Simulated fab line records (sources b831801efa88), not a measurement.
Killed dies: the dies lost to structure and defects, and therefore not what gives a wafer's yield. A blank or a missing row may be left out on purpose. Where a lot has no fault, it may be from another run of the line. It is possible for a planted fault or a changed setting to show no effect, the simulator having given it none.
fab line records	flow sky130
[record] lots = 12	wafers = 36	lastDay = 50
route steps=708 shown VT_ADJUST_HVTR@142 VT_ADJUST_PCH@152 SONOS_ONO@173 POLY_GATE@232 PAD_OPEN@708
lots that met no fault: taken from a fault-free run of the same line
startH: the number of hours between the record's first day and the start of the first shown wafer of the lot	waitH: hours since the lot's step before	" unchanged from the row above	L1.1+2: a single row standing in for several wafers	- no value, or no start was given	* or withheld: withheld	< > ~ a bound
route shown NAME@n: names a module that has steps shown in the file, with the first one's number in the route	usual: mean and standard deviation over wafers with no fault	same: alike in all rows	chamber/n: place in a boat	sites: readings site by site	_std_site: the standard deviation of these	_edge_site: mean of outer sites minus mean of inner sites	radiusMm: for every site, how far away it sits from the centre of the wafer	mask NAME#n: copy n	behind: tool/chamber where the wafer was last shaped	hold: reason for holding the lot/hours on hold/outcome of the hold	device: names the non-switching transistor (n, p or np)	end of line: at the end of the route, the tests of the same wafers	a step without rows: its recipe alone	killed: at the first sort, the dies lost to defects and structure; wafer yield is something else	map: per-die view of a wafer (x killed, . not killed, _ where there is no die)
set.NAME: the run value of the setting; set.NAME@STEP: its run value at that earlier step	model.NAME: the simulator's own value behind a step, which no gauge read
a sample of lots followed through the steps of the route, with each step as a table and each wafer as a row
services: when a tool's chamber went out of use (startH, in hours from the record's first day, below 0 if earlier), for how many hours, and the reason
[[steps]]
[step SKY_VT_ADJUST_HVTR_TW_MEAS_11]
[usual] VT_ADJUST_HVTR_TW = 211.1/1.9
lot.wafer	tool	chamber	startH	waitH	VT_ADJUST_HVTR_TW
L232.2	filmMetro-02	-	207.10	0.1	208.9
L232.3	"	-	"	"	208.3
L232.5	"	-	"	"	208.6
L235.1	filmMetro-03	-	227.22	0.1	212.4
L235.4	"	-	"	"	212.5
L235.5	"	-	"	"	212.7
L237.1	filmMetro-04	-	248.99	0.1	211.2
L237.2	"	-	"	"	212.3
L237.5	"	-	"	"	211.9
L239.3	filmMetro-02	-	253.33	0.1	206.7
L239.4	"	-	"	"	207.1
L239.5	"	-	"	"	207.4
L240.3	filmMetro-04	-	260.63	0.1	212.3
L240.5	"	-	"	"	211.1
L240.6	"	-	"	"	210.7
L241.1	filmMetro-03	-	272.89	0.1	213.6
L241.2	"	-	"	"	212.3
L241.6	"	-	"	"	212.3
L243.1	filmMetro-03	-	291.49	0.1	212.0
L243.2	"	-	"	"	211.0
L243.6	"	-	"	"	213.0
L244.3	filmMetro-04	-	292.69	0.1	212.2
L244.4	"	-	"	"	212.7
L244.5	"	-	"	"	212.8
L247.1	filmMetro-04	-	311.91	0.1	212.1
L247.2	"	-	"	"	211.7
L247.6	"	-	"	"	211.4
L252.2	filmMetro-02	-	348.17	0.1	208.8
L252.4	"	-	"	"	208.2
L252.6	"	-	"	"	208.9
L254.1	filmMetro-03	-	361.22	0.1	212.0
L254.3	"	-	"	"	213.9
L254.5	"	-	"	"	212.4
L255.1	filmMetro-03	-	374.69	0.1	213.7
L255.2	"	-	"	"	211.7
L255.6	"	-	"	"	212.6
[step SKY_VT_ADJUST_PCH_STRIP_09]
[recipe] chemistry = O2/N2	powerW = 1400	pressureMtorr = 1500	platenTempC = withheld	o2FlowSccm = 3000	n2FlowSccm = 300	overashFraction = 0.5
[usual] chamberPressureMTorr = 1499.9/1.5	drypumpMotorCurrentA = 5.5/0.58	oesProductAu = 0.722/0.0045	stripTimeToEndpointS = 36.92/0.082
lot.wafer	tool	chamber	startH	waitH	chamberPressureMTorr	drypumpMotorCurrentA	oesProductAu	rfHoursCounterH	stripTimeToEndpointS
L232.2	plasmaAsher-02	1	229.42	0.1	1501.5	5.0	0.718	43	36.97
L232.3	"	0	"	"	1501.6	4.8	0.719	-	36.98
L232.5	"	0	"	"	1496.8	4.8	0.716	-	36.96
L235.1	plasmaAsher-01	1	250.20	0.1	1500.0	6.0	0.727	58	36.94
L235.4	"	0	"	"	1500.2	6.2	0.725	-	36.92
L235.5	"	1	"	"	1500.5	6.0	0.723	-	36.94
L237.1	plasmaAsher-04	1	272.40	0.1	1499.3	4.9	0.729	14	36.93
L237.2	"	0	"	"	1499.1	5.5	0.724	14	36.91
L237.5	"	1	"	"	1500.8	5.0	0.724	-	36.87
L239.3	plasmaAsher-01	0	276.49	0.1	1500.0	6.2	0.721	-	37.16
L239.4	"	1	"	"	1499.5	6.0	0.723	-	37.10
L239.5	"	0	"	"	1500.2	6.2	0.722	-	37.05
L240.3	plasmaAsher-04	1	284.84	0.1	1495.5	4.9	0.724	-	37.01
L240.5	"	1	"	"	1496.3	4.9	0.722	-	36.95
L240.6	"	0	"	"	1502.0	5.4	0.718	-	36.93
L241.1	plasmaAsher-02	1	296.10	0.1	1498.4	5.0	0.720	50	37.05
L241.2	"	0	"	"	1498.7	4.8	0.719	50	36.93
L241.6	"	0	"	"	1500.9	4.8	0.721	-	36.93
L243.1	plasmaAsher-02	1	316.85	0.1	1499.0	5.0	0.718	52	37.02
L243.2	"	0	"	"	1498.2	4.7	0.725	52	36.79
L243.6	"	0	"	"	1500.8	4.8	0.724	-	36.93
L244.3	plasmaAsher-04	1	318.20	0.1	1500.8	4.9	0.721	-	36.95
L244.4	"	0	"	"	1497.0	5.5	0.725	-	37.01
L244.5	"	1	"	"	1501.8	4.9	0.720	-	36.99
L247.1	plasmaAsher-04	1	338.15	0.1	1499.0	5.0	0.722	21	37.02
L247.2	"	0	"	"	1499.1	5.5	0.718	21	37.07
L247.6	"	1	"	"	1498.5	5.0	0.714	-	36.96
L252.2	plasmaAsher-01	1	376.05	0.1	1499.0	6.0	0.717	70	36.98
L252.4	"	1	"	"	1500.3	6.0	0.722	-	37.00
L252.6	"	0	"	"	1497.4	6.2	0.725	-	36.98
L254.1	plasmaAsher-01	0	389.82	0.1	1498.0	6.2	0.719	72	36.92
L254.3	"	0	"	"	1500.5	6.2	0.712	-	36.88
L254.5	"	1	"	"	1499.8	6.1	0.722	-	36.90
L255.1	plasmaAsher-01	0	404.30	0.1	1502.0	6.2	0.719	73	36.98
L255.2	"	1	"	"	1498.6	6.0	0.726	73	36.87
L255.6	"	0	"	"	1502.8	6.2	0.721	-	36.91
[step SKY_SONOS_ONO_THK_MEAS_05]
[recipe] reads = SiO2_of_SONOS_ONO_CVD_04
[usual] SONOS_ONO_CVD_04_THK = 5.66/0.13
lot.wafer	tool	chamber	startH	waitH	SONOS_ONO_CVD_04_THK[nm]
L232.2	filmMetro-03	-	270.42	0.0	5.56
L232.3	"	-	"	"	5.55
L232.5	"	-	"	"	5.54
L235.1	filmMetro-02	-	279.44	0.0	5.83
L235.4	"	-	"	"	5.75
L235.5	"	-	"	"	5.76
L237.1	filmMetro-01	-	303.48	0.0	5.40
L237.2	"	-	"	"	5.46
L237.5	"	-	"	"	5.39
L239.3	filmMetro-01	-	309.01	0.0	5.66
L239.4	"	-	"	"	5.59
L239.5	"	-	"	"	5.46
L240.3	filmMetro-03	-	315.03	0.0	5.67
L240.5	"	-	"	"	5.69
L240.6	"	-	"	"	5.78
L241.1	filmMetro-03	-	327.06	0.0	5.74
L241.2	"	-	"	"	5.79
L241.6	"	-	"	"	5.79
L243.1	filmMetro-02	-	347.96	0.0	5.61
L243.2	"	-	"	"	5.62
L243.6	"	-	"	"	5.62
L244.3	filmMetro-03	-	353.52	0.0	5.77
L244.4	"	-	"	"	5.83
L244.5	"	-	"	"	5.66
L247.1	filmMetro-03	-	372.20	0.0	5.42
L247.2	"	-	"	"	5.49
L247.6	"	-	"	"	5.37
L252.2	filmMetro-02	-	413.25	0.0	5.66
L252.4	"	-	"	"	5.58
L252.6	"	-	"	"	5.62
L254.1	filmMetro-01	-	428.28	0.0	5.72
L254.3	"	-	"	"	5.74
L254.5	"	-	"	"	5.81
L255.1	filmMetro-02	-	439.43	0.0	5.68
L255.2	"	-	"	"	5.71
L255.6	"	-	"	"	5.66
[step SKY_POLY_GATE_STRIP_18]
[recipe] chemistry = O2/N2	powerW = 1400	pressureMtorr = 1500	platenTempC = withheld	o2FlowSccm = 3000	n2FlowSccm = 300	overashFraction = 0.5
[usual] chamberPressureMTorr = 1499.8/1.4	drypumpMotorCurrentA = 5.3/0.48	oesProductAu = 0.360/0.0051	stripTimeToEndpointS = 3.15/0.042
lot.wafer	tool	chamber	startH	waitH	chamberPressureMTorr	drypumpMotorCurrentA	oesProductAu	rfHoursCounterH	stripTimeToEndpointS
L232.2	plasmaAsher-04	1	383.90	0.0	1497.9	4.9	0.362	26	3.09
L232.3	"	1	"	"	1499.1	4.9	0.363	-	3.08
L232.5	"	0	"	"	1499.6	5.5	0.355	-	3.11
L235.1	plasmaAsher-04	0	396.35	0.0	1498.4	5.5	0.364	27	3.17
L235.4	"	1	"	"	1501.2	4.9	0.360	-	3.12
L235.5	"	0	"	"	1499.2	5.4	0.359	-	3.15
L237.1	plasmaAsher-01	1	425.60	0.0	1499.7	6.0	0.364	75	3.15
L237.2	"	0	"	"	1499.4	6.2	0.357	75	3.07
L237.5	"	1	"	"	1502.0	6.0	0.358	-	3.06
L239.3	plasmaAsher-04	0	428.53	0.1	1498.9	5.4	0.358	-	3.17
L239.4	"	1	"	"	1500.6	4.9	0.363	-	3.21
L239.5	"	0	"	"	1497.4	5.4	0.363	-	3.16
L240.3	plasmaAsher-04	0	437.48	0.1	1503.2	5.5	0.362	-	3.14
L240.5	"	0	"	"	1500.8	5.5	0.351	-	3.13
L240.6	"	1	"	"	1498.6	4.9	0.362	-	3.19
L241.1	plasmaAsher-01	0	450.30	0.0	1498.5	6.2	0.352	77	3.09
L241.2	"	1	"	"	1497.7	6.1	0.357	77	3.16
L241.6	"	0	"	"	1502.0	6.2	0.350	-	3.13
L243.1	plasmaAsher-04	0	474.71	0.0	1500.3	5.5	0.367	35	3.16
L243.2	"	1	"	"	1500.7	4.9	0.365	35	3.17
L243.6	"	0	"	"	1500.7	5.4	0.355	-	3.13
L244.3	plasmaAsher-02	0	480.48	0.1	1499.5	4.8	0.353	-	3.16
L244.4	"	1	"	"	1500.6	5.0	0.368	-	3.12
L244.5	"	1	"	"	1502.3	5.0	0.348	-	3.11
L247.1	plasmaAsher-04	1	502.22	0.0	1498.6	4.9	0.363	38	3.19
L247.2	"	0	"	"	1502.2	5.4	0.368	38	3.19
L247.6	"	1	"	"	1497.6	4.9	0.360	-	3.17
L252.2	plasmaAsher-04	1	545.31	0.0	1500.6	5.0	0.361	43	3.18
L252.4	"	0	"	"	1500.9	5.5	0.359	-	3.21
L252.6	"	0	"	"	1500.0	5.5	0.361	-	3.11
L254.1	plasmaAsher-01	0	557.21	0.0	-	-	-	-	-
L254.3	"	0	"	"	-	-	-	-	-
L254.5	"	0	"	"	-	-	-	-	-
L255.1	plasmaAsher-04	0	571.72	0.0	-	-	-	-	-
L255.2	"	1	"	"	-	-	-	-	-
L255.6	"	1	"	"	-	-	-	-	-
[step SKY_PAD_OPEN_PROBE_99]
[usual] killed_at_M0_to_M3 = 43/7.1	killed_at_M4_up = 3/1.7	killedAtContacts = 25/5.6	killedAtFrontEnd = 16/4.1	killedAtOther = 0.2/0.49	killedDies = 87/9.8	killedOnRim = 17/3.8	killedOpen = 47/7.6	killedShort = 40/6.1
[same] grossDies = 492	killedAtBackSide = 0
lot.wafer	tool	chamber	startH	waitH	hold	killed_at_M0_to_M3	killed_at_M4_up	killedAtContacts	killedAtFrontEnd	killedAtOther	killedDies	killedOnRim	killedOpen	killedShort
L232.2	prober-01	-	1085.47	0.1	-	43	5	17	14	0	79	14	46	33
L232.3	prober-01	-	1085.52	0.2	-	40	3	27	11	2	83	18	50	33
L232.5	prober-01	-	1085.62	0.2	-	56	7	29	11	0	103	21	53	50
L235.1	prober-02	-	1091.47	0.1	-	38	1	23	11	0	73	11	41	32
L235.4	prober-02	-	1091.62	0.2	-	30	2	36	14	2	84	13	48	36
L235.5	prober-02	-	1091.67	0.2	-	47	3	22	10	0	82	16	37	45
L237.1	prober-01	-	1113.32	0.1	-	46	1	25	6	0	78	15	43	35
L237.2	prober-01	-	1113.37	0.1	-	46	3	30	6	0	85	15	46	39
L237.5	prober-01	-	1113.52	0.2	-	43	1	33	13	0	90	15	48	42
L239.3	prober-02	-	1116.97	0.2	-	39	2	21	18	0	80	18	43	37
L239.4	prober-02	-	1117.02	0.2	-	41	3	27	14	0	85	23	46	39
L239.5	prober-02	-	1117.07	0.2	-	34	3	26	13	0	76	14	43	33
L240.3	prober-01	-	1121.24	0.2	-	41	4	22	26	1	94	20	44	50
L240.5	prober-01	-	1121.34	0.2	-	43	0	21	23	0	87	21	55	32
L240.6	prober-01	-	1121.39	0.2	-	37	3	31	13	0	84	20	48	36
L241.1	prober-02	-	1132.33	0.1	-	39	5	18	19	0	81	19	42	39
L241.2	prober-02	-	1132.38	0.1	-	40	2	21	15	0	78	18	40	38
L241.6	prober-02	-	1132.58	0.2	-	50	2	36	5	0	93	13	54	39
L243.1	prober-02	-	1146.68	0.1	-	48	3	30	11	0	92	14	51	41
L243.2	prober-02	-	1146.73	0.1	-	52	3	26	16	0	97	18	55	42
L243.6	prober-02	-	1146.93	0.2	-	47	0	30	13	0	90	21	55	35
L244.3	prober-01	-	1148.67	0.2	-	41	5	36	19	0	101	27	52	49
L244.4	prober-01	-	1148.72	0.2	-	37	4	31	17	0	89	24	42	47
L244.5	prober-01	-	1148.77	0.2	-	58	2	27	14	0	101	20	55	46
L247.1	prober-01	-	1159.42	0.1	-	29	1	28	14	0	72	14	36	36
L247.2	prober-01	-	1159.47	0.1	-	54	1	30	9	0	94	20	47	47
L247.6	prober-01	-	1159.67	0.2	-	55	1	24	20	0	100	15	45	55
L252.2	prober-02	-	1185.82	0.1	-	59	6	32	10	1	108	22	56	52
L252.4	prober-02	-	1185.92	0.2	-	34	2	36	9	0	81	17	39	42
L252.6	prober-02	-	1186.02	0.2	-	30	3	20	15	1	69	14	40	29
L254.1	prober-02	-	1191.99	0.1	awaitDispo/2.7h/scrap	41	3	25	423	0	492	96	55	30
L254.3	prober-02	-	1192.09	0.2	awaitDispo/2.7h/scrap	41	1	19	431	0	492	96	43	37
L254.5	prober-02	-	1192.19	0.2	awaitDispo/2.7h/scrap	40	1	29	422	0	492	96	49	36
L255.1	prober-01	-	1198.16	0.1	awaitDispo/6.2h/scrap	44	2	28	418	0	492	96	41	52
L255.2	prober-01	-	1198.21	0.1	awaitDispo/6.2h/scrap	45	1	29	417	0	492	96	50	44
L255.6	prober-01	-	1198.41	0.2	awaitDispo/6.2h/scrap	40	3	29	420	0	492	96	55	30
// killed by level:class
L232.2 VIA1:geometricParticle:open=14 METAL2:geometricParticle:short=8 CONTACT:geometricParticle:open=7 POLY_GATE:geometricParticle:open=6 POLY_GATE:geometricParticle:short=5 VIA2:geometricParticle:open=5 LI_CONTACT:geometricParticle:open=4 VIA3:geometricParticle:open=4
L232.3 VIA3:geometricParticle:open=11 LI_CONTACT:geometricParticle:open=8 CONTACT:geometricParticle:open=8 VIA2:geometricParticle:open=7 VIA1:geometricParticle:open=6 VIA3:geometricParticle:short=5 FIELD_ISO:geometricParticle:short=4 LI_CONTACT:geometricParticle:short=4
L232.5 VIA1:geometricParticle:open=18 CONTACT:geometricParticle:open=12 VIA3:geometricParticle:short=8 METAL1:geometricParticle:short=6 LI_CONTACT:geometricParticle:open=6 CONTACT:geometricParticle:short=6 METAL4:geometricParticle:short=6 VIA2:geometricParticle:open=5
L235.1 LI_CONTACT:geometricParticle:open=8 VIA3:geometricParticle:open=8 CONTACT:geometricParticle:open=6 CONTACT:geometricParticle:short=5 VIA1:geometricParticle:short=5 VIA1:geometricParticle:open=5 VIA2:geometricParticle:open=4 FIELD_ISO:geometricParticle:short=3
L235.4 CONTACT:geometricParticle:open=13 VIA3:geometricParticle:open=10 LI_CONTACT:geometricParticle:open=8 CONTACT:geometricParticle:short=6 VIA1:geometricParticle:open=6 LOCAL_INTERCONNECT:geometricParticle:short=5 FIELD_ISO:geometricParticle:short=3 FIELD_ISO:geometricParticle:open=3
L235.5 VIA1:geometricParticle:open=11 CONTACT:geometricParticle:open=7 METAL3:geometricParticle:short=7 VIA3:geometricParticle:open=6 LI_CONTACT:geometricParticle:open=5 VIA1:geometricParticle:short=5 VIA2:geometricParticle:open=5 FIELD_ISO:geometricParticle:short=4
L237.1 VIA1:geometricParticle:open=12 LI_CONTACT:geometricParticle:open=9 VIA1:geometricParticle:short=8 CONTACT:geometricParticle:open=6 VIA2:geometricParticle:open=6 METAL2:geometricParticle:short=5 CONTACT:geometricParticle:short=4 METAL2:geometricParticle:open=4
L237.2 CONTACT:geometricParticle:open=10 LI_CONTACT:geometricParticle:open=8 LOCAL_INTERCONNECT:geometricParticle:short=8 METAL2:geometricParticle:short=8 VIA1:geometricParticle:short=6 VIA1:geometricParticle:open=6 VIA2:geometricParticle:open=6 VIA3:geometricParticle:open=5
L237.5 VIA1:geometricParticle:open=10 CONTACT:geometricParticle:open=9 VIA2:geometricParticle:open=8 LI_CONTACT:geometricParticle:open=7 LI_CONTACT:geometricParticle:short=6 METAL1:geometricParticle:short=6 METAL2:geometricParticle:short=6 CONTACT:geometricParticle:short=5
L239.3 FIELD_ISO:geometricParticle:short=11 CONTACT:geometricParticle:open=9 VIA3:geometricParticle:open=9 VIA1:geometricParticle:open=6 METAL2:geometricParticle:short=5 LI_CONTACT:geometricParticle:open=4 METAL1:geometricParticle:short=4 VIA3:geometricParticle:short=4
L239.4 LI_CONTACT:geometricParticle:open=9 VIA1:geometricParticle:open=9 VIA2:geometricParticle:open=9 LOCAL_INTERCONNECT:geometricParticle:short=7 CONTACT:geometricParticle:open=5 CONTACT:geometricParticle:short=5 METAL1:geometricParticle:short=5 VIA3:geometricParticle:open=5
L239.5 CONTACT:geometricParticle:open=10 LI_CONTACT:geometricParticle:open=7 VIA1:geometricParticle:open=7 POLY_GATE:geometricParticle:open=6 VIA1:geometricParticle:short=5 VIA3:geometricParticle:open=5 POLY_GATE:geometricParticle:short=4 LI_CONTACT:geometricParticle:short=4
L240.3 CONTACT:geometricParticle:open=7 VIA2:geometricParticle:open=7 POLY_GATE:geometricParticle:open=6 LI_CONTACT:geometricParticle:open=6 METAL1:geometricParticle:short=6 VIA3:geometricParticle:open=6 SPACER:geometricParticle:short=5 LOCAL_INTERCONNECT:geometricParticle:short=5
L240.5 VIA3:geometricParticle:open=9 CONTACT:geometricParticle:open=9 VIA1:geometricParticle:open=9 VIA2:geometricParticle:open=8 FIELD_ISO:geometricParticle:open=7 POLY_GATE:geometricParticle:short=7 METAL1:geometricParticle:short=6 LI_CONTACT:geometricParticle:open=5
L240.6 CONTACT:geometricParticle:open=12 LI_CONTACT:geometricParticle:open=9 VIA2:geometricParticle:open=8 LOCAL_INTERCONNECT:geometricParticle:short=7 METAL2:geometricParticle:short=6 VIA2:geometricParticle:short=5 VIA1:geometricParticle:short=5 VIA1:geometricParticle:open=4
L241.1 VIA2:geometricParticle:open=8 FIELD_ISO:geometricParticle:short=7 LI_CONTACT:geometricParticle:open=6 CONTACT:geometricParticle:open=6 VIA1:geometricParticle:short=6 VIA3:geometricParticle:open=5 METAL3:geometricParticle:short=5 POLY_GATE:geometricParticle:open=3
L241.2 VIA2:geometricParticle:open=8 VIA1:geometricParticle:open=7 VIA3:geometricParticle:short=7 LOCAL_INTERCONNECT:geometricParticle:short=6 VIA1:geometricParticle:short=5 FIELD_ISO:geometricParticle:open=4 FIELD_ISO:geometricParticle:short=4 LI_CONTACT:geometricParticle:open=4
L241.6 VIA1:geometricParticle:open=12 CONTACT:geometricParticle:open=12 LI_CONTACT:geometricParticle:open=9 CONTACT:geometricParticle:short=7 VIA3:geometricParticle:open=6 VIA1:geometricParticle:short=6 METAL2:geometricParticle:short=5 LOCAL_INTERCONNECT:geometricParticle:short=5
L243.1 CONTACT:geometricParticle:open=14 VIA1:geometricParticle:open=8 METAL1:geometricParticle:short=7 LI_CONTACT:geometricParticle:open=6 METAL2:geometricParticle:short=6 VIA3:geometricParticle:open=6 CONTACT:geometricParticle:short=5 VIA2:geometricParticle:open=5
L243.2 VIA3:geometricParticle:open=12 CONTACT:geometricParticle:open=10 VIA1:geometricParticle:open=9 METAL2:geometricParticle:short=8 VIA2:geometricParticle:open=8 POLY_GATE:geometricParticle:short=7 POLY_GATE:geometricParticle:open=6 METAL1:geometricParticle:short=6
L243.6 CONTACT:geometricParticle:open=18 VIA1:geometricParticle:open=16 LI_CONTACT:geometricParticle:open=6 VIA1:geometricParticle:short=6 METAL2:geometricParticle:short=6 VIA3:geometricParticle:open=6 POLY_GATE:geometricParticle:short=4 CONTACT:geometricParticle:short=4
L244.3 CONTACT:geometricParticle:open=17 LI_CONTACT:geometricParticle:open=9 METAL2:geometricParticle:short=8 VIA1:geometricParticle:open=7 FIELD_ISO:geometricParticle:short=6 VIA2:geometricParticle:open=6 VIA1:geometricParticle:short=5 POLY_GATE:geometricParticle:short=4
L244.4 LI_CONTACT:geometricParticle:open=10 VIA1:geometricParticle:open=9 METAL2:geometricParticle:short=9 FIELD_ISO:geometricParticle:short=7 CONTACT:geometricParticle:open=7 VIA2:geometricParticle:open=7 LI_CONTACT:geometricParticle:short=6 LOCAL_INTERCONNECT:geometricParticle:short=6
L244.5 VIA1:geometricParticle:open=18 METAL1:geometricParticle:short=12 LI_CONTACT:geometricParticle:open=10 CONTACT:geometricParticle:open=7 FIELD_ISO:geometricParticle:short=6 VIA2:geometricParticle:open=6 LOCAL_INTERCONNECT:geometricParticle:short=4 METAL2:geometricParticle:short=4
L247.1 LI_CONTACT:geometricParticle:open=10 LOCAL_INTERCONNECT:geometricParticle:short=6 CONTACT:geometricParticle:short=6 POLY_GATE:geometricParticle:short=5 VIA2:geometricParticle:open=5 CONTACT:geometricParticle:open=5 VIA2:geometricParticle:short=5 VIA3:geometricParticle:open=4
L247.2 METAL1:geometricParticle:short=13 CONTACT:geometricParticle:open=12 LI_CONTACT:geometricParticle:open=7 VIA1:geometricParticle:short=7 CONTACT:geometricParticle:short=6 VIA2:geometricParticle:open=6 VIA1:geometricParticle:open=6 METAL2:geometricParticle:short=5
L247.6 VIA1:geometricParticle:open=13 CONTACT:geometricParticle:short=10 METAL1:geometricParticle:short=10 POLY_GATE:geometricParticle:short=9 VIA2:geometricParticle:open=9 VIA1:geometricParticle:short=8 CONTACT:geometricParticle:open=7 METAL2:geometricParticle:short=6
L252.2 VIA3:geometricParticle:open=12 CONTACT:geometricParticle:open=12 LI_CONTACT:geometricParticle:open=8 VIA1:geometricParticle:open=8 VIA1:geometricParticle:short=7 METAL2:geometricParticle:short=6 FIELD_ISO:geometricParticle:short=5 METAL1:geometricParticle:short=5
L252.4 CONTACT:geometricParticle:open=11 LI_CONTACT:geometricParticle:open=9 CONTACT:geometricParticle:short=8 VIA3:geometricParticle:open=7 VIA1:geometricParticle:open=7 LOCAL_INTERCONNECT:geometricParticle:short=6 POLY_GATE:geometricParticle:short=5 METAL1:geometricParticle:short=5
L252.6 VIA1:geometricParticle:open=9 FIELD_ISO:geometricParticle:open=7 CONTACT:geometricParticle:open=6 VIA1:geometricParticle:short=5 VIA2:geometricParticle:open=5 POLY_GATE:geometricParticle:open=4 LOCAL_INTERCONNECT:geometricParticle:short=4 LI_CONTACT:geometricParticle:short=4
L254.1 POLY_GATE:areaOxidation=407 CONTACT:geometricParticle:open=15 VIA1:geometricParticle:short=8 VIA1:geometricParticle:open=8 FIELD_ISO:geometricParticle:open=5 LI_CONTACT:geometricParticle:open=5 POLY_GATE:geometricParticle:open=4 VIA2:geometricParticle:short=4
L254.3 POLY_GATE:areaOxidation=412 LI_CONTACT:geometricParticle:open=8 VIA1:geometricParticle:open=8 METAL2:geometricParticle:short=7 VIA3:geometricParticle:open=6 VIA2:geometricParticle:open=5 FIELD_ISO:geometricParticle:open=4 METAL1:geometricParticle:short=4
L254.5 POLY_GATE:areaOxidation=407 VIA1:geometricParticle:open=12 CONTACT:geometricParticle:open=10 LI_CONTACT:geometricParticle:open=9 VIA2:geometricParticle:open=7 CONTACT:geometricParticle:short=5 VIA3:geometricParticle:short=4 POLY_GATE:geometricParticle:short=4
L255.1 POLY_GATE:areaOxidation=399 CONTACT:geometricParticle:short=11 CONTACT:geometricParticle:open=8 VIA3:geometricParticle:open=7 VIA2:geometricParticle:open=7 FIELD_ISO:geometricParticle:short=6 VIA1:geometricParticle:short=6 VIA2:geometricParticle:short=5
L255.2 POLY_GATE:areaOxidation=398 CONTACT:geometricParticle:open=12 VIA1:geometricParticle:open=11 VIA2:geometricParticle:short=7 FIELD_ISO:geometricParticle:short=6 CONTACT:geometricParticle:short=6 METAL2:geometricParticle:short=6 METAL1:geometricParticle:short=5
L255.6 POLY_GATE:areaOxidation=407 LI_CONTACT:geometricParticle:open=14 VIA1:geometricParticle:open=8 VIA2:geometricParticle:open=8 VIA3:geometricParticle:open=7 CONTACT:geometricParticle:open=6 FIELD_ISO:geometricParticle:short=4 METAL2:geometricParticle:short=4
[[services]]
tool	chamber	startH	hours	kind
plasmaAsher-04	-	218.97	2.8	pm
plasmaAsher-01	-	263.81	0.4	repair
plasmaAsher-02	-	320.15	2.8	pm
plasmaAsher-02	-	334.47	5.1	repair
plasmaAsher-01	-	472.60	2.8	pm
plasmaAsher-01	-	529.24	4.1	repair
[[key]]
[firstSign] step = SKY_POLY_GATE_STRIP_18	reading = toolRecord	direction = missing
[effect] step = SKY_PAD_OPEN_PROBE_99	reading = killedAtFrontEnd	direction = up	sigmas = 99+	usual = 16	struck = 422
[moreKillsBornAt] SKY_POLY_GATE_OXIDATION_20@furnace-01 = 1226	SKY_POLY_GATE_OXIDATION_20@furnace-02 = 1204
metAt SKY_POLY_GATE_STRIP_18
struckLots L254,L255
laterRowsLeftOut L254.1,L254.3,L254.5,L255.1,L255.2,L255.6
testerLeftOut L254,L255
notActingAt SKY_VT_ADJUST_HVTR_TW_MEAS_11,SKY_VT_ADJUST_PCH_STRIP_09,SKY_SONOS_ONO_THK_MEAS_05
onsetBetween 545.31 557.21
[fault] kind = skippedStepWhole	tool = plasmaAsher-01,plasmaAsher-04	chamber = -	onsetH = 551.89	steps = SKY_POLY_GATE_STRIP_18	scope = struckLotsOnly
// testerLeftOut: of these lots the tester's yield and bins aren't shown, on N5 and GAA mostly nor the transistor test; their killed dies are dies lost to structure and defects alone, not to doping, threshold or leakage, so they don't give the yield
// laterRowsLeftOut: the simulator's readings of these wafers behind a module that went badly wrong aren't trusted and aren't shown, but for the sort
